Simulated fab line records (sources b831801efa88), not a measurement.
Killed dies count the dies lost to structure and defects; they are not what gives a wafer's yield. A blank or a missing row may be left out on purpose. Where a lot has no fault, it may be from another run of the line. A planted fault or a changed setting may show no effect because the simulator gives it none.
fab line records	flow sky130
[record] lots = 14	wafers = 42	last-day = 50
route steps=708 shown CONTACT@431 VIA1@459 METAL2@483
lots that met no fault: from a run of the same line without faults
start-h: the number of hours between the record's first day and the start of the first shown wafer of the lot	wait-h: hours elapsed since this lot's preceding step	" the same as in the row above	L1.1+2: several wafers, shown together as one row	- no value, or no start given	* or withheld: withheld	< > ~ a bound
route shown NAME@n: NAME is a module with steps in the file, n the number in the route of the first one	usual: mean/standard deviation taken from wafers without a fault	same: alike in all rows	chamber/n: place in a boat	sites: per-site readings	_std_site: the standard deviation of these	_edge_site: mean of outer sites minus mean of inner sites	radius-mm: for every site, how far away it sits from the centre of the wafer	mask NAME#n: copy n	behind: the last tool/chamber to shape the wafer	hold: why the lot was held/for how many hours/how that ended	device: transistor that didn't switch, given as n, p or np	end of line: tests run on the same wafers once the route is complete	a step without rows: its recipe alone	killed: the dies lost at the first sort to structure and to defects; this is not the yield of the wafer	map: the dies of a wafer, with x for killed, . for not killed, _ for no die there
set.NAME: the setting that was run; set.NAME@STEP: the one run at that earlier step	model.NAME: the simulator's own value behind a step, which no gauge read
the route's steps for a sample of lots (tables are steps, rows are wafers)
services: when a tool's chamber went out of use (start-h, in hours from the record's first day, below 0 if earlier), for how many hours, and the reason
[[steps]]
[step SKY_CONTACT_RS_MEAS_25]
[recipe] thk-meas-gauge = four-point-probe	reads = W_of_CONTACT_CVD_24+TiN_of_CONTACT_SPUTTER_23
[usual] CONTACT_W_RS = 0.335/0.0049
lot.wafer	tool	chamber	start-h	wait-h	CONTACT_W_RS[ohm/sq]
L739.1	film-metro-01	-	768.86	0.1	0.331
L739.2	"	-	"	"	0.330
L739.5	"	-	"	"	0.330
L740.2	film-metro-02	-	770.58	0.1	0.327
L740.3	"	-	"	"	0.343
L740.4	"	-	"	"	0.326
L741.1	film-metro-02	-	771.25	0.1	0.334
L741.2	"	-	"	"	0.328
L741.6	"	-	"	"	0.330
L742.1	film-metro-02	-	792.51	0.1	0.340
L742.2	"	-	"	"	0.336
L742.3	"	-	"	"	0.340
L744.1	film-metro-02	-	799.84	0.1	0.336
L744.2	"	-	"	"	0.333
L744.5	"	-	"	"	0.336
L745.1	film-metro-02	-	802.07	0.1	0.335
L745.4	"	-	"	"	0.329
L745.6	"	-	"	"	0.331
L746.2	film-metro-02	-	815.32	0.1	0.333
L746.4	"	-	"	"	0.330
L746.5	"	-	"	"	0.336
L749.1	film-metro-04	-	829.05	0.1	0.341
L749.2	"	-	"	"	0.329
L749.5	"	-	"	"	0.342
L750.1	film-metro-01	-	836.94	0.1	0.343
L750.3	"	-	"	"	0.333
L750.6	"	-	"	"	0.335
L752.1	film-metro-01	-	861.20	0.1	0.331
L752.2	"	-	"	"	0.334
L752.6	"	-	"	"	0.335
L753.1	film-metro-02	-	865.48	0.1	0.336
L753.4	"	-	"	"	0.338
L753.5	"	-	"	"	0.336
L755.1	film-metro-01	-	882.65	0.1	0.336
L755.4	"	-	"	"	0.338
L755.6	"	-	"	"	0.341
L758.1	film-metro-01	-	896.04	0.1	0.338
L758.2	"	-	"	"	0.332
L758.5	"	-	"	"	0.338
L759.3	film-metro-04	-	908.50	0.1	0.341
L759.5	"	-	"	"	0.337
L759.6	"	-	"	"	0.329
[step SKY_VIA1_THK_MEAS_01]
[recipe] reads = SiO2_of_VIA1_HDPCVD_00
[usual] VIA1_HDPCVD_THK = 1032/8.2
lot.wafer	tool	chamber	start-h	wait-h	VIA1_HDPCVD_THK[nm]
L739.1	film-metro-03	-	797.73	0.1	1016
L739.2	"	-	"	"	1028
L739.5	"	-	"	"	1023
L740.2	film-metro-03	-	798.99	0.1	1022
L740.3	"	-	"	"	1023
L740.4	"	-	"	"	1023
L741.1	film-metro-01	-	799.59	0.1	1034
L741.2	"	-	"	"	1023
L741.6	"	-	"	"	1028
L742.1	film-metro-03	-	820.99	0.1	1033
L742.2	"	-	"	"	1035
L742.3	"	-	"	"	1028
L744.1	film-metro-01	-	828.17	0.1	1032
L744.2	"	-	"	"	1032
L744.5	"	-	"	"	1038
L745.1	film-metro-01	-	829.69	0.1	1036
L745.4	"	-	"	"	1049
L745.6	"	-	"	"	1030
L746.2	film-metro-01	-	842.75	0.1	1042
L746.4	"	-	"	"	1031
L746.5	"	-	"	"	1045
L749.1	film-metro-03	-	856.89	0.1	1036
L749.2	"	-	"	"	1028
L749.5	"	-	"	"	1035
L750.1	film-metro-04	-	863.60	0.1	1039
L750.3	"	-	"	"	1031
L750.6	"	-	"	"	1030
L752.1	film-metro-01	-	888.24	0.1	1031
L752.2	"	-	"	"	1033
L752.6	"	-	"	"	1029
L753.1	film-metro-04	-	892.90	0.1	1043
L753.4	"	-	"	"	1032
L753.5	"	-	"	"	1013
L755.1	film-metro-03	-	910.18	0.1	1023
L755.4	"	-	"	"	1041
L755.6	"	-	"	"	1044
L758.1	film-metro-01	-	922.70	0.1	1042
L758.2	"	-	"	"	1033
L758.5	"	-	"	"	1039
L759.3	film-metro-03	-	934.52	0.1	1018
L759.5	"	-	"	"	1019
L759.6	"	-	"	"	1010
[step SKY_VIA1_ETCH_14]
[recipe] chemistry = N2/H2	target = BARC	ion-energy-ev = 200	source-w = 500	bias-w = 100	pressure-mtorr = 30	n2-flow-sccm = 100	h2-flow-sccm = 200	stop-on = SiO2	time-s = 45.9	target-depth-a = 600
[usual] drypump-motor-current-A = 5.6/0.33	oes-product-au = 0.854/0.0051	throttle-valve-pct = 13.225/0.0094
lot.wafer	tool	chamber	start-h	wait-h	drypump-motor-current-A	oes-product-au	rf-hours-counter-h	throttle-valve-pct
L739.1	rie-diel-02	1	824.15	0.0	5.7	0.859	2	13.235
L739.2	"	0	"	"	6.0	0.863	7	13.221
L739.5	"	1	"	"	5.7	0.858	-	13.230
L740.2	rie-diel-03	3	826.50	0.0	5.0	0.858	4	13.229
L740.3	"	2	"	"	5.7	0.860	10	13.220
L740.4	"	0	"	"	5.1	0.858	11	13.223
L741.1	rie-diel-02	1	827.16	0.0	5.7	0.854	2	13.215
L741.2	"	2	"	"	5.9	0.857	3	13.225
L741.6	"	2	"	"	5.9	0.864	-	13.207
L742.1	rie-diel-02	1	846.56	0.0	5.8	0.864	2	13.211
L742.2	"	0	"	"	6.0	0.862	8	13.233
L742.3	"	3	"	"	5.6	0.861	11	13.227
L744.1	rie-diel-01	1	854.85	0.0	5.5	0.849	15	13.226
L744.2	"	0	"	"	5.8	0.855	23	13.242
L744.5	"	2	"	"	6.2	0.855	-	13.219
L745.1	rie-diel-03	3	856.35	0.0	5.0	0.858	5	13.232
L745.4	"	1	"	"	5.6	0.851	4	13.218
L745.6	"	1	"	"	5.6	0.856	-	13.218
L746.2	rie-diel-01	2	869.25	0.0	6.2	0.854	7	13.221
L746.4	"	1	"	"	5.5	0.855	15	13.236
L746.5	"	0	"	"	5.8	0.861	-	13.204
L749.1	rie-diel-01	2	884.16	0.0	6.1	0.860	8	13.219
L749.2	"	3	"	"	5.5	0.860	17	13.235
L749.5	"	1	"	"	5.5	0.858	-	13.206
L750.1	rie-diel-02	3	890.72	0.0	5.6	0.852	12	13.234
L750.3	"	1	"	"	5.7	0.849	3	13.238
L750.6	"	2	"	"	5.9	0.851	-	13.219
L752.1	rie-diel-01	2	913.75	0.0	6.2	0.853	9	13.229
L752.2	"	3	"	"	5.5	0.851	18	13.230
L752.6	"	3	"	"	5.5	0.863	-	13.212
L753.1	rie-diel-03	1	918.21	0.0	5.5	0.857	6	13.245
L753.4	"	2	"	"	5.6	0.856	13	13.235
L753.5	"	1	"	"	5.6	0.845	-	13.228
L755.1	rie-diel-03	3	935.15	0.0	5.0	0.855	8	13.212
L755.4	"	1	"	"	5.6	0.858	7	13.238
L755.6	"	0	"	"	5.1	0.858	-	13.241
L758.1	rie-diel-01	1	947.51	0.0	5.5	0.858	18	13.223
L758.2	"	2	"	"	6.1	0.854	10	13.229
L758.5	"	1	"	"	5.5	0.846	-	13.220
L759.3	rie-diel-02	0	959.80	0.0	6.0	0.852	10	13.236
L759.5	"	3	"	"	5.6	0.852	-	13.231
L759.6	"	0	"	"	6.0	0.865	-	13.228
[step SKY_METAL2_SPUTTER_00]
[recipe] material = Ti	target-thk-nm = 15	power-w = 3000	time-s = 10	chamber-pressure-pa = 0.4
[usual] cathode-dc-power-W = 2999.9/0.55	chamber-pressure-pa = 0.4000/0.00072	throttle-valve-pct = 30.1/0.83
lot.wafer	tool	chamber	start-h	wait-h	cathode-dc-power-W	chamber-pressure-pa	throttle-valve-pct
L739.1	pvd-sputter-02	-	825.48	0.2	-	-	-
L739.2	"	-	"	"	-	-	-
L739.5	"	-	"	"	-	-	-
L740.2	pvd-sputter-03	-	827.82	0.1	-	-	-
L740.3	"	-	"	"	-	-	-
L740.4	"	-	"	"	-	-	-
L741.1	pvd-sputter-02	-	828.47	0.2	2999.4	0.3995	29.0
L741.2	"	-	"	"	3000.1	0.4004	30.4
L741.6	"	-	"	"	2999.4	0.4005	29.0
L742.1	pvd-sputter-03	-	847.87	0.2	3000.3	0.3997	31.3
L742.2	"	-	"	"	2999.4	0.4014	30.4
L742.3	"	-	"	"	3000.1	0.4006	28.5
L744.1	pvd-sputter-02	-	856.16	0.1	3000.1	0.3997	30.4
L744.2	"	-	"	"	2999.4	0.4009	30.2
L744.5	"	-	"	"	2999.5	0.4005	29.0
L745.1	pvd-sputter-03	-	857.67	0.2	3000.2	0.3989	28.7
L745.4	"	-	"	"	2999.4	0.3991	29.3
L745.6	"	-	"	"	2999.7	0.3991	31.4
L746.2	pvd-sputter-02	-	870.57	0.2	2999.3	0.4008	30.3
L746.4	"	-	"	"	2999.9	0.4009	28.8
L746.5	"	-	"	"	2999.3	0.4009	30.4
L749.1	pvd-sputter-03	-	885.63	0.2	3000.5	0.3997	28.9
L749.2	"	-	"	"	2999.1	0.4000	30.5
L749.5	"	-	"	"	3000.0	0.3993	29.4
L750.1	pvd-sputter-03	-	892.13	0.2	2999.8	0.4000	31.6
L750.3	"	-	"	"	2999.5	0.3999	30.2
L750.6	"	-	"	"	2999.9	0.3990	28.7
L752.1	pvd-sputter-01	-	915.21	0.1	2999.5	0.4000	30.2
L752.2	"	-	"	"	3000.1	0.3989	30.6
L752.6	"	-	"	"	3000.6	0.3995	30.1
L753.1	pvd-sputter-02	-	919.68	0.1	2999.6	0.4003	30.4
L753.4	"	-	"	"	3000.6	0.3999	30.5
L753.5	"	-	"	"	3000.0	0.3999	30.8
L755.1	pvd-sputter-03	-	936.85	0.1	3000.4	0.3995	28.7
L755.4	"	-	"	"	2999.6	0.3989	30.3
L755.6	"	-	"	"	3000.5	0.4007	29.0
L758.1	pvd-sputter-01	-	949.26	0.2	2998.1	0.4002	30.2
L758.2	"	-	"	"	3000.0	0.4003	30.5
L758.5	"	-	"	"	3000.6	0.4004	30.6
L759.3	pvd-sputter-02	-	961.12	0.2	2999.6	0.3989	30.6
L759.5	"	-	"	"	2998.8	0.3989	30.2
L759.6	"	-	"	"	2999.4	0.3994	30.5
[[services]]
tool	chamber	start-h	hours	kind
rie-diel-01	3	804.22	4.9	repair
pvd-sputter-02	-	812.79	4.9	repair
pvd-sputter-01	-	818.10	1.1	repair
rie-diel-01	-	824.86	2.8	pm
rie-diel-01	2	839.22	10.1	repair
rie-diel-02	3	860.19	7.9	repair
rie-diel-02	-	862.02	28.1	pm
rie-diel-03	3	865.36	1.8	repair
rie-diel-02	3	896.18	27.6	repair
rie-diel-01	3	897.86	6.3	repair
pvd-sputter-01	-	909.97	2.6	repair
rie-diel-03	-	910.67	0.5	repair
[[key]]
[first-sign] step = SKY_METAL2_SPUTTER_00	reading = tool-record	direction = missing
effect none on later readings
met-at SKY_METAL2_SPUTTER_00
struck-lots L739,L740
later-rows-left-out L739.1,L739.2,L739.5,L740.2,L740.3,L740.4
sort-left-out L739.1,L739.2,L739.5,L740.2,L740.3,L740.4
not-acting-at SKY_CONTACT_RS_MEAS_25,SKY_VIA1_THK_MEAS_01,SKY_VIA1_ETCH_14
[fault] kind = skipped-step-whole	tool = pvd-sputter-02,pvd-sputter-03	chamber = -	onset-h = 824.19	steps = SKY_METAL2_SPUTTER_00	scope = struck-lots-only
// sort-left-out: the simulated sort isn't trusted on such a fault, so these wafers' sort isn't shown, and their yield isn't known
// later-rows-left-out: the simulator's readings of these wafers behind a module that went badly wrong aren't trusted and aren't shown, but for the sort
